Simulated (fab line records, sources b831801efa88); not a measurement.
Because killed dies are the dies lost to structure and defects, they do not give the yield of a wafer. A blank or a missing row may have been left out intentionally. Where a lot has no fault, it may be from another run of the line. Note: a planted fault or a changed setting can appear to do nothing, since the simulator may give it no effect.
A single fault, viewed from 2 desks -- flow sky130 -- what lay behind the numbers comes last; until then each desk has only its own

DESK OF THE TOOL OWNER: litho track-02
The tool's own readings at SKY_RES_PROTECT_COAT_02 (resist thk 1140 nm): means of the sampled wafers that have a number, for each lot that ran on this tool. A lot is out of limits, marked OUT, if its mean lies more than 4 standard deviations from the usual mean; the brackets give that distance.
Columns: A = resist line temp C at SKY_RES_PROTECT_COAT_02, usual 22.99 C
lot,first seen here,A
L448,day 14 09:09,23.11
L450,day 15 16:45,22.94
L451,day 16 03:28,22.99
L453,day 16 10:01,22.87
L470,day 22 09:30,22.95
Finding of this desk: none of the 5 lots has anything out of limits.

THE METROLOGY DESK
What the gauges read for every lot (on any tool): the sampled wafers with a number, averaged. A lot is out of limits, marked OUT, if its mean lies more than 4 standard deviations from the usual mean; the brackets give that distance.
Columns: A = CONTACT_OVL at SKY_CONTACT_OVL_MEAS_15, usual 0 nm; B = METAL1_ALCU_THK at SKY_METAL1_THK_MEAS_06, usual 254.0 nm
lot,first seen here,A,B
L448,day 31 10:11,6,253.2
L450,day 32 19:58,0,253.7
L451,day 33 05:10,-0,257.2
L453,day 33 09:26,-2,251.7
L452,day 33 15:55,3,254.6
L461,day 36 00:38,-1,254.8
L463,day 36 10:25,5,254.9
L465,day 37 05:10,0,256.3
L467,day 37 16:11,2,255.8
L468,day 38 00:26,-1,252.9
L469,day 38 02:17,-4,255.3
L470,day 38 10:43,-3,250.1
Finding of this desk: none of the 12 lots has anything out of limits.

BROUGHT TOGETHER
The desk of the tool owner found nothing out of limits.
At the metrology desk, nothing out of limits was observed.

WHAT THE SIMULATOR HAD INSERTED
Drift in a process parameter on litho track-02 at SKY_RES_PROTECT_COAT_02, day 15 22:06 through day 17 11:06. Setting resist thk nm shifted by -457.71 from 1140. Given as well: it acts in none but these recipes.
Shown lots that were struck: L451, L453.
